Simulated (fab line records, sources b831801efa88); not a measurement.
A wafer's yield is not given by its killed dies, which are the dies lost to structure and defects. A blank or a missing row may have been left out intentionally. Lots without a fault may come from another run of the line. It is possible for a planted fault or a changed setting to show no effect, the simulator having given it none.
2 desks, one fault	flow gf180mcu	numbers are kept per desk, each desk with only its own; the story behind them comes last

== TOOL OWNER'S DESK, wet bench-01 ==
The tool's own readings at GF_DUAL_GATE_CLEAN_01 (cleans in dHF, time 20 s): means of the sampled wafers that have a number, for each lot that ran on this tool. Any lot whose mean is over 4 standard deviations away from the usual mean is out of limits and marked OUT; that distance is given in the brackets.
Columns: A = run length s at GF_DUAL_GATE_CLEAN_01, usual 49.3 s
lot	first seen here	A
L912	day 11 03:00	50.8
This desk's finding: nothing out of limits on the one lot.

== METROLOGY DESK ==
Lot by lot, what the gauges showed, no matter which tool ran the lot: averages of those sampled wafers that carry a number. Any lot whose mean is over 4 standard deviations away from the usual mean is out of limits and marked OUT; that distance is given in the brackets.
Columns: A = VT_IMPLANT_03_OVL at GF_VT_IMPLANT_OVL_MEAS_40, usual 0.3 nm; B = VT_IMPLANT_4_TW at GF_VT_IMPLANT_TW_MEAS_43, usual 691; C = MVSD_RS at GF_VT_IMPLANT_RS_MEAS_46, usual 457.0 ohm/sq; D = NWELL_RS at GF_VT_IMPLANT_RS_MEAS_47, usual 488.3 ohm/sq; E = LVPWELL_RS at GF_VT_IMPLANT_RS_MEAS_48, usual 1196.8 ohm/sq; F = MVPSD_RS at GF_VT_IMPLANT_RS_MEAS_49, usual 1170 ohm/sq
lot	first seen here	A	B	C	D	E	F
L901	day 8 02:45	-2.4	705	458.7	487.3	1195.1	1170
L909	day 10 05:09	0.5	708	456.4	488.0	1195.6	1171
L910	day 10 11:00	2.5	706	456.3	488.7	1192.9	1164
L912	day 11 01:51	1.1	680	456.9	489.1	1197.0	1166
L915	day 12 03:15	0.1	703	457.1	487.3	1198.7	1173
L916	day 12 05:41	-0.5	679	457.3	488.4	1198.4	1168
This desk's finding: nothing out of limits on any of the 6 lots.

== BROUGHT TOGETHER ==
The tool owner's desk saw nothing out of limits.
From the metrology desk's view, nothing was out of limits.

== WHAT HAD BEEN PUT IN BY THE SIMULATOR ==
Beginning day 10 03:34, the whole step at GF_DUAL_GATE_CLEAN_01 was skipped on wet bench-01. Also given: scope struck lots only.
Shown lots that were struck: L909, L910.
